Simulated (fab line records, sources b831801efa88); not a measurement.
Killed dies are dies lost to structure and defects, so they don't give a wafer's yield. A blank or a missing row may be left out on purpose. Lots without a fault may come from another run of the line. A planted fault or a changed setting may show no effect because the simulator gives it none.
fab line records | flow sky130
record lots=11 wafers=33 last_day=50
route steps=708 shown CAPM@551 METAL3@568 VIA3@573 PAD_OPEN@708
lots that met no fault: from a run of the same line without faults
start_h: hours from the record's first day to the start of the lot's first wafer shown | wait_h: hours since the lot's step before | " the same as in the row above | L1.1+2: a row that stands for several wafers | - no value, or no start given | * or withheld: withheld | < > ~ a bound
route shown NAME@n: a module of which the file shows steps, and the number in the route of the first | usual: mean/standard deviation of fault-free wafers | same: alike in all rows | chamber/n: place in a boat | sites: the reading at each site | _std_site: their standard deviation | _edge_site: outer sites' mean less inner sites' | radius_mm: how far each site lies from the wafer's centre | mask NAME#n: copy n | behind: the tool/chamber that last shaped the wafer | hold: why the lot was held/for how many hours/how that ended | device: the transistor (n, p or np) that didn't switch | end of line: the same wafers' tests at the end of the route | a step without rows: its recipe alone | killed: dies lost to structure and defects at the first sort, not the wafer's yield | map: a wafer's dies, x killed, . not, _ none there
set.NAME: the setting as run; set.NAME@STEP: as run at that earlier step | model.NAME: the simulator's own value behind a step, which no gauge read
steps of the route over a sample of lots; a table a step, a row a wafer
services: from which hour (start_h, from the record's first day; less than 0 if before it) a tool's chamber was out of use, for how many hours, and why
## steps
# step SKY_CAPM_STRIP_14
# recipe chemistry=O2/N2 power_w=1400 pressure_mtorr=1500 platen_temp_c=withheld o2_flow_sccm=3000 n2_flow_sccm=300 overash_fraction=0.5
# usual drypump_motor_current_A=5.6/0.37 oes_product_au=0.710/0.0042 strip_time_to_endpoint_s=12.65/0.052
# columns lot.wafer tool chamber start_h wait_h drypump_motor_current_A oes_product_au rf_hours_counter_h strip_time_to_endpoint_s
L422.2 plasma_asher-04 1 867.16 0.1 5.0 0.711 11 12.72
L422.3 " 1 " " 4.9 0.712 - 12.66
L422.4 " 0 " " 6.3 0.712 - 12.62
L423.3 plasma_asher-02 1 883.34 0.1 5.4 0.712 - 12.64
L423.5 " 0 " " 5.7 0.712 - 12.65
L423.6 " 1 " " 5.4 0.706 - 12.59
L426.1 plasma_asher-04 1 897.81 0.1 5.0 0.704 14 12.66
L426.2 " 0 " " 6.3 0.711 14 12.70
L426.6 " 1 " " 5.0 0.703 - 12.68
L428.1 plasma_asher-04 1 921.11 0.1 5.0 0.703 15 12.68
L428.3 " 1 " " 5.0 0.707 - 12.69
L428.5 " 1 " " 5.0 0.710 - 12.75
L430.1 plasma_asher-01 0 954.65 0.1 5.3 0.722 73 12.63
L430.4 " 1 " " 5.7 0.704 - 12.64
L430.5 " 0 " " 5.4 0.708 - 12.64
L431.4 plasma_asher-02 0 958.61 0.1 5.7 0.700 - 12.78
L431.5 " 1 " " 5.4 0.710 - 12.69
L431.6 " 0 " " 5.7 0.710 - 12.80
L436.3 plasma_asher-01 1 979.45 0.1 5.7 0.710 - 12.68
L436.5 " 0 " " 5.3 0.709 - 12.71
L436.6 " 1 " " 5.7 0.707 - 12.66
L437.1 plasma_asher-02 1 999.91 0.1 5.4 0.704 64 12.63
L437.3 " 0 " " 5.7 0.712 - 12.65
L437.6 " 1 " " 5.4 0.706 - 12.64
L439.2 plasma_asher-02 1 1007.10 0.1 5.4 0.707 65 12.67
L439.5 " 0 " " 5.7 0.710 - 12.63
L439.6 " 1 " " 5.4 0.713 - 12.63
L442.3 plasma_asher-01 0 1021.83 0.1 5.3 0.722 - 12.68
L442.4 " 1 " " 5.7 0.709 - 12.62
L442.5 " 1 " " 5.7 0.703 - 12.73
L444.1 plasma_asher-01 0 1028.44 0.1 5.4 0.711 82 12.60
L444.3 " 1 " " 5.7 0.716 - 12.62
L444.4 " 0 " " 5.4 0.714 - 12.63
# step SKY_METAL3_METAL_ETCH_18
# recipe target_depth_a=8450 stop_on=SiO2 over_etch_frac=0.3 time_s=183.1 chemistry=Cl2/BCl3 resist_sidewall_deg=88 pressure_mtorr=10 icp_w=900 bias_w=48.5 Cl2_flow_sccm=60 bcl3_flow_sccm=30
# usual drypump_motor_current_A=5.9/0.31 oes_product_au=0.866/0.0062 throttle_valve_pct=22.264/0.009
# columns lot.wafer tool chamber start_h wait_h drypump_motor_current_A oes_product_au rf_hours_counter_h throttle_valve_pct
L422.2 rie_metal-02 0 893.45 0.0 6.2 0.857 7 22.254
L422.3 " 0 " " 6.2 0.866 - 22.253
L422.4 " 1 " " 5.8 0.872 - 22.280
L423.3 rie_metal-01 0 910.37 0.1 6.0 0.868 - 22.268
L423.5 " 0 " " 6.0 0.856 - 22.257
L423.6 " 0 " " 6.0 0.865 - 22.268
L426.1 rie_metal-04 0 923.17 0.0 6.2 0.863 10 22.266
L426.2 " 0 " " 6.2 0.865 - 22.266
L426.6 " 0 " " 6.2 0.870 - 22.270
L428.1 rie_metal-01 0 946.57 0.0 6.0 0.853 14 22.257
L428.3 " 0 " " 6.0 0.858 - 22.255
L428.5 " 0 " " 6.0 0.855 - 22.278
L430.1 rie_metal-02 1 979.27 0.0 5.8 0.879 20 22.249
L430.4 " 0 " " 6.2 0.867 - 22.269
L430.5 " 1 " " 5.8 0.870 - 22.256
L431.4 rie_metal-04 1 983.36 0.2 5.3 0.858 - 22.247
L431.5 " 1 " " 5.3 0.856 - 22.261
L431.6 " 1 " " 5.4 0.864 - 22.281
L436.3 rie_metal-04 0 1003.88 0.1 6.1 0.860 - 22.272
L436.5 " 1 " " 5.3 0.865 - 22.248
L436.6 " 0 " " 6.1 0.868 - 22.267
L437.1 rie_metal-02 1 1023.52 0.0 5.8 0.869 23 22.279
L437.3 " 1 " " 5.8 0.857 - 22.276
L437.6 " 1 " " 5.8 0.862 - 22.252
L439.2 rie_metal-04 0 1029.87 0.0 6.2 0.868 14 22.271
L439.5 " 0 " " 6.2 0.869 - 22.248
L439.6 " 1 " " 5.4 0.874 - 22.268
L442.3 rie_metal-02 1 1044.83 0.1 5.9 0.873 - 22.267
L442.4 " 0 " " 6.2 0.864 - 22.255
L442.5 " 1 " " 5.9 0.873 - 22.274
L444.1 rie_metal-04 1 1051.27 0.0 5.3 0.860 6 22.265
L444.3 " 1 " " 5.3 0.871 - 22.252
L444.4 " 0 " " 6.2 0.885 - 22.264
# step SKY_METAL3_STRIP_19
# recipe chemistry=O2/N2 power_w=1400 pressure_mtorr=1500 platen_temp_c=withheld o2_flow_sccm=3000 n2_flow_sccm=300 overash_fraction=0.5
# usual drypump_motor_current_A=5.4/0.44 oes_product_au=0.504/0.0067 strip_time_to_endpoint_s=6.58/0.12
# columns lot.wafer tool chamber start_h wait_h drypump_motor_current_A oes_product_au rf_hours_counter_h strip_time_to_endpoint_s
L422.2 plasma_asher-03 1 893.62 0.1 5.4 0.514 106 6.60
L422.3 " 1 " " 5.4 0.499 - 6.60
L422.4 " 0 " " 5.0 0.511 - 6.70
L423.3 plasma_asher-04 0 910.64 0.2 6.3 0.492 - 6.41
L423.5 " 1 " " 5.0 0.505 - 6.40
L423.6 " 0 " " 6.3 0.500 - 6.45
L426.1 plasma_asher-03 0 923.53 0.3 5.1 0.503 109 6.57
L426.2 " 1 " " 5.4 0.501 109 6.49
L426.6 " 0 " " 5.0 0.501 - 6.55
L428.1 plasma_asher-04 1 946.75 0.1 5.0 0.491 18 6.49
L428.3 " 1 " " 5.0 0.510 - 6.57
L428.5 " 0 " " 6.3 0.499 - 6.51
L430.1 plasma_asher-03 1 979.45 0.1 5.4 0.508 116 6.69
L430.4 " 1 " " 5.4 0.505 - 6.58
L430.5 " 1 " " 5.4 0.518 - 6.73
L431.4 plasma_asher-03 0 983.63 0.2 5.0 0.493 - 6.65
L431.5 " 1 " " 5.4 0.505 - 6.67
L431.6 " 0 " " 5.0 0.502 - 6.65
L436.3 plasma_asher-01 1 1004.03 0.1 5.7 0.494 - 6.32
L436.5 " 0 " " 5.3 0.514 - 6.67
L436.6 " 1 " " 5.7 0.494 - 6.44
L437.1 plasma_asher-04 1 1023.87 0.3 5.0 0.510 23 6.68
L437.3 " 0 " " 6.3 0.504 - 6.68
L437.6 " 1 " " 5.0 0.503 - 6.74
L439.2 plasma_asher-01 1 1030.05 0.1 5.7 0.488 83 6.27
L439.5 " 0 " " 5.4 0.503 - 6.32
L439.6 " 1 " " 5.7 0.494 - 6.53
L442.3 plasma_asher-03 0 1044.98 0.1 5.0 0.510 - 6.73
L442.4 " 1 " " 5.4 0.508 - 6.61
L442.5 " 1 " " 5.4 0.509 - 6.69
L444.1 plasma_asher-01 0 1051.44 0.1 5.3 0.513 85 6.72
L444.3 " 0 " " 5.3 0.510 - 6.71
L444.4 " 1 " " 5.7 0.501 - 6.50
# step SKY_VIA3_HDPCVD_00
# recipe material=SiO2 target_thk_nm=1635 sigma_open_frac=0.3 time_s=272.5 temp_c=400 sih4_flow_sccm=60 pressure_mtorr=6
# usual sih4_flow_sccm=60.00/0.19
# columns lot.wafer tool chamber start_h wait_h sih4_flow_sccm
L422.2 hdpcvd-01 2 894.22 0.0 59.86
L422.3 " 0 " " 59.93
L422.4 " 0 " " 59.91
L423.3 hdpcvd-02 2 911.27 0.0 59.87
L423.5 " 1 " " 60.02
L423.6 " 2 " " 59.88
L426.1 hdpcvd-02 1 924.15 0.0 59.99
L426.2 " 0 " " 59.83
L426.6 " 0 " " 60.04
L428.1 hdpcvd-01 0 947.45 0.0 59.91
L428.3 " 2 " " 59.78
L428.5 " 2 " " 59.73
L430.1 hdpcvd-02 1 980.18 0.0 59.90
L430.4 " 2 " " 59.94
L430.5 " 0 " " 60.04
L431.4 hdpcvd-02 0 984.31 0.1 59.71
L431.5 " 1 " " 60.23
L431.6 " 2 " " 59.96
L436.3 hdpcvd-01 0 1004.60 0.0 59.91
L436.5 " 0 " " 59.76
L436.6 " 2 " " 60.13
L437.1 hdpcvd-02 2 1024.47 0.0 71.80
L437.3 " 0 " " 72.23
L437.6 " 0 " " 72.06
L439.2 hdpcvd-01 2 1030.67 0.0 59.94
L439.5 " 2 " " 60.36
L439.6 " 0 " " 59.99
L442.3 hdpcvd-02 1 1045.54 0.0 71.97
L442.4 " 0 " " 71.83
L442.5 " 1 " " 72.04
L444.1 hdpcvd-02 1 1052.04 0.0 71.95
L444.3 " 2 " " 72.04
L444.4 " 2 " " 71.98
# step SKY_VIA3_THK_MEAS_01
# recipe reads=SiO2_of_VIA3_HDPCVD_00
# usual VIA3_HDPCVD_THK=1630/19
# columns lot.wafer tool chamber start_h wait_h VIA3_HDPCVD_THK[nm]
L422.2 film_metro-03 - 894.40 0.1 1592
L422.3 " - " " 1596
L422.4 " - " " 1611
L423.3 film_metro-04 - 911.45 0.1 1676
L423.5 " - " " 1668
L423.6 " - " " 1686
L426.1 film_metro-03 - 924.32 0.1 1649
L426.2 " - " " 1637
L426.6 " - " " 1627
L428.1 film_metro-03 - 947.62 0.1 1642
L428.3 " - " " 1618
L428.5 " - " " 1624
L430.1 film_metro-04 - 980.35 0.1 1617
L430.4 " - " " 1632
L430.5 " - " " 1620
L431.4 film_metro-03 - 984.42 0.0 1608
L431.5 " - " " 1610
L431.6 " - " " 1631
L436.3 film_metro-04 - 1004.78 0.1 1638
L436.5 " - " " 1620
L436.6 " - " " 1596
L437.1 film_metro-04 - 1024.64 0.1 1938
L437.3 " - " " 1962
L437.6 " - " " 1960
L439.2 film_metro-04 - 1030.85 0.1 1644
L439.5 " - " " 1644
L439.6 " - " " 1663
L442.3 film_metro-04 - 1045.73 0.1 1971
L442.4 " - " " 1970
L442.5 " - " " 1968
L444.1 film_metro-04 - 1052.20 0.1 1959
L444.3 " - " " 1943
L444.4 " - " " 1942
# step SKY_PAD_OPEN_PROBE_99
# usual defect_limited_yield=82.4/1.8 killed_at_M0_to_M3=44/6.4 killed_at_M4_up=3.6/2.1 killed_at_contacts=23/5.1 killed_at_front_end=15/4.3 killed_at_other=0.3/0.56 killed_dies=86/9 killed_open=47/6.4 killed_short=39/5.8 sort_bin_3_pad_short=0.8/0.46 sort_bin_5_function=10.4/1.4 sort_bin_6_memory=6.4/1.1 sort_n_pass=406/9 sort_yield_pct=82.4/1.8
# same gross_dies=492 killed_at_back_side=0 sort_bin_4_leakage[%]=0 sort_bin_8_speed[%]=0
# columns lot.wafer tool chamber start_h wait_h defect_limited_yield[%] killed_at_M0_to_M3 killed_at_M4_up killed_at_contacts killed_at_front_end killed_at_other killed_dies killed_open killed_short sort_bin_3_pad_short[%] sort_bin_5_function[%] sort_bin_6_memory[%] sort_n_pass sort_yield_pct[%]
L431.4 prober-01 - 1135.34 0.2 79.9 53 3 28 15 0 99 57 42 0.2 14.2 5.7 393 79.9
L431.5 prober-01 - 1135.39 0.2 81.7 56 2 14 17 1 90 51 39 1.4 11.0 5.9 402 81.7
L431.6 prober-01 - 1135.44 0.2 83.9 33 5 25 16 0 79 44 35 0.8 9.6 5.7 413 83.9
L437.1 prober-02 - 1171.19 0.1 81.5 45 2 28 16 0 91 54 37 0.6 10.2 7.7 401 81.5
L437.3 prober-02 - 1171.29 0.2 82.3 44 4 23 16 0 87 47 38 0.8 10.2 6.7 405 82.3
L437.6 prober-02 - 1171.44 0.2 78.0 55 4 29 20 0 108 56 52 1.4 10.8 9.8 384 78.0
L444.1 prober-01 - 1194.52 0.1 81.3 47 2 27 16 0 92 53 39 0.6 10.8 7.3 400 81.3
L444.3 prober-01 - 1194.62 0.2 85.6 35 4 15 17 0 71 37 34 0.6 8.9 4.9 421 85.6
L444.4 prober-01 - 1194.67 0.2 81.9 50 2 26 10 1 89 49 39 0.6 11.0 6.5 403 81.9
# killed by level:class
L431.4 CONTACT:geometric_particle:open=13 VIA1:geometric_particle:open=12 VIA2:geometric_particle:open=9 FIELD_ISO:geometric_particle:short=5 VIA3:geometric_particle:short=5 VIA3:geometric_particle:open=5 LI_CONTACT:geometric_particle:short=4 CONTACT:geometric_particle:short=4
L431.5 VIA1:geometric_particle:open=13 VIA2:geometric_particle:open=8 VIA2:geometric_particle:short=6 CONTACT:geometric_particle:open=6 METAL2:geometric_particle:short=6 VIA3:geometric_particle:short=6 FIELD_ISO:geometric_particle:short=5 FIELD_ISO:geometric_particle:open=4
L431.6 CONTACT:geometric_particle:open=9 FIELD_ISO:geometric_particle:open=7 VIA1:geometric_particle:open=7 VIA2:geometric_particle:open=7 LI_CONTACT:geometric_particle:open=5 CONTACT:geometric_particle:short=5 FIELD_ISO:geometric_particle:short=4 VIA1:geometric_particle:short=4
L437.1 CONTACT:geometric_particle:open=12 VIA1:geometric_particle:open=9 VIA3:geometric_particle:open=7 VIA2:geometric_particle:open=7 LI_CONTACT:geometric_particle:open=7 FIELD_ISO:geometric_particle:open=5 LI_CONTACT:geometric_particle:short=5 METAL1:geometric_particle:short=5
L437.3 VIA1:geometric_particle:open=12 METAL1:geometric_particle:short=8 VIA3:geometric_particle:open=8 LI_CONTACT:geometric_particle:open=7 POLY_GATE:geometric_particle:open=5 LOCAL_INTERCONNECT:geometric_particle:short=5 CONTACT:geometric_particle:open=5 VIA1:geometric_particle:short=5
L437.6 VIA1:geometric_particle:open=11 METAL1:geometric_particle:short=10 CONTACT:geometric_particle:open=9 LI_CONTACT:geometric_particle:open=8 VIA2:geometric_particle:short=6 METAL3:geometric_particle:short=6 VIA1:geometric_particle:short=5 POLY_GATE:geometric_particle:open=5
L444.1 LI_CONTACT:geometric_particle:open=10 CONTACT:geometric_particle:open=8 METAL1:geometric_particle:short=8 VIA3:geometric_particle:open=8 FIELD_ISO:geometric_particle:open=7 VIA1:geometric_particle:short=7 VIA1:geometric_particle:open=7 VIA3:geometric_particle:short=6
L444.3 VIA1:geometric_particle:open=11 CONTACT:geometric_particle:open=7 FIELD_ISO:geometric_particle:short=5 METAL1:geometric_particle:short=5 CONTACT:geometric_particle:short=5 POLY_GATE:geometric_particle:open=4 METAL4:geometric_particle:short=4 METAL2:geometric_particle:short=3
L444.4 CONTACT:geometric_particle:open=12 VIA1:geometric_particle:open=9 VIA3:geometric_particle:open=9 VIA1:geometric_particle:short=8 CONTACT:geometric_particle:short=6 VIA2:geometric_particle:short=6 LI_CONTACT:geometric_particle:open=5 FIELD_ISO:geometric_particle:short=4
## services
# columns tool chamber start_h hours kind
hdpcvd-02 1 845.51 6.3 repair
rie_metal-01 1 857.00 50.2 repair
rie_metal-02 - 865.87 1.2 repair
rie_metal-01 0 881.27 10.1 repair
rie_metal-01 - 889.70 2.7 repair
hdpcvd-01 - 890.38 2.4 repair
plasma_asher-04 - 898.08 11.5 repair
rie_metal-02 0 903.72 4.0 repair
plasma_asher-04 - 941.08 2.4 repair
plasma_asher-02 - 947.48 2.5 repair
hdpcvd-02 - 950.25 15.0 pm
rie_metal-04 - 956.59 0.4 repair
plasma_asher-04 - 964.60 18.7 pm
rie_metal-04 0 965.27 18.7 repair
rie_metal-04 - 968.31 1.9 repair
rie_metal-04 - 974.83 5.6 repair
plasma_asher-04 - 1001.06 6.4 repair
plasma_asher-03 - 1002.60 15.6 pm
rie_metal-02 0 1018.10 22.7 repair
plasma_asher-03 - 1020.95 8.1 repair
hdpcvd-02 2 1034.74 4.7 repair
plasma_asher-04 - 1038.58 14.6 pm
hdpcvd-02 2 1047.57 3.9 repair
plasma_asher-03 - 1047.83 11.6 repair
## key
first_sign step=SKY_VIA3_HDPCVD_00 reading=sih4_flow_sccm direction=up sigmas=63 usual=60.00 struck=71.99
effect step=SKY_VIA3_THK_MEAS_01 reading=VIA3_HDPCVD_THK direction=up sigmas=17 usual=1630 struck=1957
met_at SKY_VIA3_HDPCVD_00
struck_lots L437,L442,L444
not_acting_at SKY_CAPM_STRIP_14,SKY_METAL3_METAL_ETCH_18,SKY_METAL3_STRIP_19
onset_between 984.31 1024.47
fault kind=process_parameter_drift tool=hdpcvd-02 chamber=- onset_h=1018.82 steps=SKY_VIA3_HDPCVD_00 channel=sih4_flow_sccm offset=12 shape=step end_h=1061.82 acts_in=these_recipes_only stated=60
